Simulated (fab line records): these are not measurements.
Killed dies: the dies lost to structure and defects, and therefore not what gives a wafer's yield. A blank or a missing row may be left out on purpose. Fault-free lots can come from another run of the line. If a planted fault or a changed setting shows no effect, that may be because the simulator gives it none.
Which of the tools did it? / flow gf180mcu / Sampling: 14 lots, 42 wafers, 6 of 602 route steps

== WHAT THE GAUGES SHOWED, per wafer ==
GF_STI_BOW_MEAS_00. Usual: INCOMING_BOW 0 um, standard deviation 6.2.
lot=L918; measured=day 1 10:00; on=filmMetro-04; INCOMING_BOW (um)=-17 0 -2; flag=
lot=L922; measured=day 2 06:00; on=filmMetro-02; INCOMING_BOW (um)=-7 5 12; flag=
lot=L923; measured=day 2 11:01; on=filmMetro-02; INCOMING_BOW (um)=-1 3 -5; flag=
lot=L924; measured=day 2 16:00; on=filmMetro-03; INCOMING_BOW (um)=-7 -2 -2; flag=
lot=L925; measured=day 2 21:00; on=filmMetro-03; INCOMING_BOW (um)=-8 -3 10; flag=
lot=L927; measured=day 3 07:00; on=filmMetro-02; INCOMING_BOW (um)=7 2 6; flag=
lot=L930; measured=day 3 22:02; on=filmMetro-02; INCOMING_BOW (um)=-7 5 1; flag=
lot=L934; measured=day 4 18:00; on=filmMetro-03; INCOMING_BOW (um)=-4 -2 4; flag=
lot=L935; measured=day 4 23:00; on=filmMetro-04; INCOMING_BOW (um)=-9 17 8; flag=
lot=L937; measured=day 5 09:01; on=filmMetro-03; INCOMING_BOW (um)=5 5 2; flag=
lot=L938; measured=day 5 14:00; on=filmMetro-02; INCOMING_BOW (um)=-4 -4 -8; flag=
lot=L939; measured=day 5 19:00; on=filmMetro-03; INCOMING_BOW (um)=18 8 -10; flag=
lot=L940; measured=day 6 00:00; on=filmMetro-02; INCOMING_BOW (um)=8 8 4; flag=
lot=L941; measured=day 6 05:00; on=filmMetro-02; INCOMING_BOW (um)=-3 1 -4; flag=

GF_STI_CD_MEAS_12 targets a cd of 220 nm. Usual: cdNm 219.5 nm, standard deviation 1.2.
lot=L918; measured=day 2 00:51; on=cdSem-02; cdNm (nm)=220.0 219.3 220.7; flag=
lot=L922; measured=day 2 22:15; on=cdSem-01; cdNm (nm)=218.5 217.5 218.3; flag=
lot=L923; measured=day 3 02:46; on=cdSem-02; cdNm (nm)=219.8 219.5 220.4; flag=
lot=L924; measured=day 3 08:58; on=cdSem-01; cdNm (nm)=219.9 220.0 219.8; flag=
lot=L925; measured=day 3 14:44; on=cdSem-01; cdNm (nm)=222.8 220.7 222.7; flag=
lot=L927; measured=day 3 23:12; on=cdSem-02; cdNm (nm)=219.2 221.0 219.0; flag=
lot=L930; measured=day 4 14:55; on=cdSem-02; cdNm (nm)=220.5 219.6 219.4; flag=
lot=L934; measured=day 5 11:29; on=cdSem-02; cdNm (nm)=219.9 222.2 220.9; flag=
lot=L935; measured=day 5 17:06; on=cdSem-02; cdNm (nm)=219.8 218.7 217.7; flag=
lot=L937; measured=day 6 03:45; on=cdSem-01; cdNm (nm)=218.5 217.9 217.9; flag=
lot=L938; measured=day 6 08:23; on=cdSem-02; cdNm (nm)=219.0 219.1 219.5; flag=
lot=L939; measured=day 6 14:08; on=cdSem-02; cdNm (nm)=218.7 218.2 219.3; flag=
lot=L940; measured=day 6 18:26; on=cdSem-01; cdNm (nm)=219.5 219.6 220.3; flag=
lot=L941; measured=day 7 02:12; on=cdSem-01; cdNm (nm)=217.2 217.1 217.0; flag=

GF_LVPWELL_OVL_MEAS_07. Usual: LVPWELL_OVL 0.1 nm, standard deviation 1.1.
lot=L918; measured=day 3 20:52; on=overlay-02; LVPWELL_OVL (nm)=0.8 0.3 1.3; flag=
lot=L922; measured=day 4 19:26; on=overlay-02; LVPWELL_OVL (nm)=-0.6 1.9 -0.2; flag=
lot=L923; measured=day 5 00:21; on=overlay-02; LVPWELL_OVL (nm)=-1.8 -0.1 -1.0; flag=
lot=L924; measured=day 5 07:16; on=overlay-01; LVPWELL_OVL (nm)=-0.2 0.0 0.5; flag=
lot=L925; measured=day 5 15:15; on=overlay-02; LVPWELL_OVL (nm)=1.0 1.5 0.4; flag=
lot=L927; measured=day 5 23:07; on=overlay-01; LVPWELL_OVL (nm)=1.0 -1.0 -1.2; flag=
lot=L930; measured=day 6 14:50; on=overlay-02; LVPWELL_OVL (nm)=1.1 0.1 0.4; flag=
lot=L934; measured=day 7 15:37; on=overlay-02; LVPWELL_OVL (nm)=1.1 -0.1 -0.6; flag=
lot=L935; measured=day 7 19:55; on=overlay-02; LVPWELL_OVL (nm)=0.9 0.5 1.1; flag=
lot=L937; measured=day 8 07:55; on=overlay-02; LVPWELL_OVL (nm)=0.7 -0.6 0.0; flag=
lot=L938; measured=day 8 12:33; on=overlay-01; LVPWELL_OVL (nm)=0.2 -2.3 -1.3; flag=
lot=L939; measured=day 8 18:54; on=overlay-02; LVPWELL_OVL (nm)=0.6 0.3 1.2; flag=
lot=L940; measured=day 8 23:37; on=overlay-01; LVPWELL_OVL (nm)=0.1 1.4 -1.4; flag=
lot=L941; measured=day 9 08:19; on=overlay-01; LVPWELL_OVL (nm)=-2.3 -2.2 -1.1; flag=

GF_MVPSD_TW_MEAS_11. Usual: MVPSD_TW 556, standard deviation 6.6.
lot=L918; measured=day 5 01:34; on=filmMetro-03; MVPSD_TW=545 542 548; flag=
lot=L922; measured=day 6 01:18; on=filmMetro-01; MVPSD_TW=564 565 560; flag=
lot=L923; measured=day 6 06:10; on=filmMetro-01; MVPSD_TW=568 568 565; flag=
lot=L924; measured=day 6 13:24; on=filmMetro-04; MVPSD_TW=553 552 554; flag=
lot=L925; measured=day 6 22:07; on=filmMetro-04; MVPSD_TW=556 558 556; flag=
lot=L927; measured=day 7 06:40; on=filmMetro-01; MVPSD_TW=563 563 563; flag=
lot=L930; measured=day 8 00:10; on=filmMetro-01; MVPSD_TW=563 561 562; flag=
lot=L934; measured=day 9 01:37; on=filmMetro-01; MVPSD_TW=529 531 531; flag=OFF
lot=L935; measured=day 9 05:37; on=filmMetro-04; MVPSD_TW=525 526 523; flag=OFF
lot=L937; measured=day 9 19:16; on=filmMetro-04; MVPSD_TW=553 552 552; flag=
lot=L938; measured=day 10 00:10; on=filmMetro-03; MVPSD_TW=547 543 546; flag=
lot=L939; measured=day 10 06:28; on=filmMetro-04; MVPSD_TW=552 552 549; flag=
lot=L940; measured=day 10 11:22; on=filmMetro-01; MVPSD_TW=562 561 561; flag=
lot=L941; measured=day 10 20:18; on=filmMetro-03; MVPSD_TW=550 550 549; flag=

GF_VT_IMPLANT_RS_MEAS_49: uses a four-point probe to measure. Usual: MVPSD_RS 1169.1 ohm/sq, standard deviation 2.7.
lot=L918; measured=day 7 15:08; on=filmMetro-01; MVPSD_RS (ohm/sq)=1168.4 1170.6 1168.4; flag=
lot=L922; measured=day 8 17:00; on=filmMetro-01; MVPSD_RS (ohm/sq)=1172.7 1172.5 1171.5; flag=
lot=L923; measured=day 8 22:19; on=filmMetro-01; MVPSD_RS (ohm/sq)=1163.9 1162.3 1165.7; flag=
lot=L924; measured=day 9 07:17; on=filmMetro-03; MVPSD_RS (ohm/sq)=1168.5 1167.7 1166.9; flag=
lot=L925; measured=day 9 16:55; on=filmMetro-01; MVPSD_RS (ohm/sq)=1171.5 1170.7 1165.7; flag=
lot=L927; measured=day 10 02:01; on=filmMetro-03; MVPSD_RS (ohm/sq)=1167.7 1167.2 1168.5; flag=
lot=L930; measured=day 10 21:11; on=filmMetro-03; MVPSD_RS (ohm/sq)=1171.1 1172.3 1169.9; flag=
lot=L934; measured=day 12 01:36; on=filmMetro-04; MVPSD_RS (ohm/sq)=1529.1 1531.6 1535.3; flag=OFF
lot=L935; measured=day 12 04:48; on=filmMetro-04; MVPSD_RS (ohm/sq)=1537.3 1538.3 1535.5; flag=OFF
lot=L937; measured=day 12 20:46; on=filmMetro-03; MVPSD_RS (ohm/sq)=1166.0 1169.9 1169.2; flag=
lot=L938; measured=day 13 02:38; on=filmMetro-04; MVPSD_RS (ohm/sq)=1172.0 1172.6 1172.7; flag=
lot=L939; measured=day 13 10:24; on=filmMetro-04; MVPSD_RS (ohm/sq)=1168.3 1166.2 1169.4; flag=
lot=L940; measured=day 13 16:14; on=filmMetro-04; MVPSD_RS (ohm/sq)=1170.2 1170.2 1169.7; flag=
lot=L941; measured=day 14 03:14; on=filmMetro-03; MVPSD_RS (ohm/sq)=1172.5 1170.9 1170.8; flag=

== EACH LOT AND THE TOOL THAT RAN IT (in order: tool; ch and the chambers of the sampled wafers; start) ==
lot=L918; GF_MVPSD_IMPLANT_09=implanter-04 ch 0, day 5 01:19
lot=L922; GF_MVPSD_IMPLANT_09=implanter-04 ch 0, day 6 01:03
lot=L923; GF_MVPSD_IMPLANT_09=implanter-01 ch 0, day 6 05:56
lot=L924; GF_MVPSD_IMPLANT_09=implanter-01 ch 0, day 6 13:09
lot=L925; GF_MVPSD_IMPLANT_09=implanter-01 ch 0, day 6 21:52
lot=L927; GF_MVPSD_IMPLANT_09=implanter-04 ch 0, day 7 06:25
lot=L930; GF_MVPSD_IMPLANT_09=implanter-03 ch 0, day 7 23:57
lot=L934; GF_MVPSD_IMPLANT_09=implanter-03, day 9 01:22
lot=L935; GF_MVPSD_IMPLANT_09=implanter-04, day 9 05:22
lot=L937; GF_MVPSD_IMPLANT_09=implanter-03 ch 0, day 9 19:02
lot=L938; GF_MVPSD_IMPLANT_09=implanter-01 ch 0, day 9 23:55
lot=L939; GF_MVPSD_IMPLANT_09=implanter-01 ch 0, day 10 06:13
lot=L940; GF_MVPSD_IMPLANT_09=implanter-03 ch 0, day 10 11:07
lot=L941; GF_MVPSD_IMPLANT_09=implanter-01 ch 0, day 10 20:03
- GF_MVPSD_IMPLANT_09

== AS READ BY THE TOOLS THEMSELVES (means over the sampled wafers that have a number; for cases with no such wafer, the mark the record gives instead) ==
GF_MVPSD_IMPLANT_09. Usual: beamEnergyKeV 40.003, standard deviation 0.012; beamOnS 10.01 s, standard deviation 0.2; faradayCurrentUA 28.2, standard deviation 0.56.
lot=L918; tool=implanter-04; beamEnergyKeV=40.002; beamOnS (s)=9.92; faradayCurrentUA=28.5; flag=
lot=L922; tool=implanter-04; beamEnergyKeV=39.994; beamOnS (s)=10.23; faradayCurrentUA=27.5; flag=
lot=L923; tool=implanter-01; beamEnergyKeV=40.007; beamOnS (s)=10.02; faradayCurrentUA=28.2; flag=
lot=L924; tool=implanter-01; beamEnergyKeV=39.998; beamOnS (s)=10.06; faradayCurrentUA=28.1; flag=
lot=L925; tool=implanter-01; beamEnergyKeV=39.991; beamOnS (s)=9.97; faradayCurrentUA=28.3; flag=
lot=L927; tool=implanter-04; beamEnergyKeV=39.996; beamOnS (s)=10.07; faradayCurrentUA=28.0; flag=
lot=L930; tool=implanter-03; beamEnergyKeV=40.006; beamOnS (s)=9.96; faradayCurrentUA=28.3; flag=
lot=L934; tool=implanter-03; beamEnergyKeV=-; beamOnS (s)=-; faradayCurrentUA=-; flag=OFF
lot=L935; tool=implanter-04; beamEnergyKeV=-; beamOnS (s)=-; faradayCurrentUA=-; flag=OFF
lot=L937; tool=implanter-03; beamEnergyKeV=40.005; beamOnS (s)=10.15; faradayCurrentUA=27.8; flag=
lot=L938; tool=implanter-01; beamEnergyKeV=40.009; beamOnS (s)=10.12; faradayCurrentUA=27.9; flag=
lot=L939; tool=implanter-01; beamEnergyKeV=40.004; beamOnS (s)=9.86; faradayCurrentUA=28.6; flag=
lot=L940; tool=implanter-03; beamEnergyKeV=40.010; beamOnS (s)=9.99; faradayCurrentUA=28.2; flag=
lot=L941; tool=implanter-01; beamEnergyKeV=40.000; beamOnS (s)=9.87; faradayCurrentUA=28.6; flag=

== THE ANSWER, worked out from the rows above alone ==
Rule: a lot counts as off when the mean over its wafers that have a number is more than 3 standard deviations away from the usual mean. Also off: a lot with no number at a reading for which 4 or more lots have one. All remaining lots with rows at the step are treated as sound. After the gauges, taken in route order, come the tools' own readings; for these a lot's mean is taken, as printed above. The first step at which some lot is off is used, and at that step the reading that is off furthest; a lot without a number counts as furthest.
Off: L934, L935, seen at GF_MVPSD_TW_MEAS_11 (MVPSD_TW).
If a tool, at a process step before that reading, ran all the lots that are off and no sound lot after the first of them, it fits. The gauges at GF_MVPSD_TW_MEAS_11 aren't tried: what is off there is off at GF_MVPSD_IMPLANT_09 too, on other tools, and a gauge's error can't cause that. Of those tried, none fits.

== WHAT THE SIMULATOR PUT IN ==
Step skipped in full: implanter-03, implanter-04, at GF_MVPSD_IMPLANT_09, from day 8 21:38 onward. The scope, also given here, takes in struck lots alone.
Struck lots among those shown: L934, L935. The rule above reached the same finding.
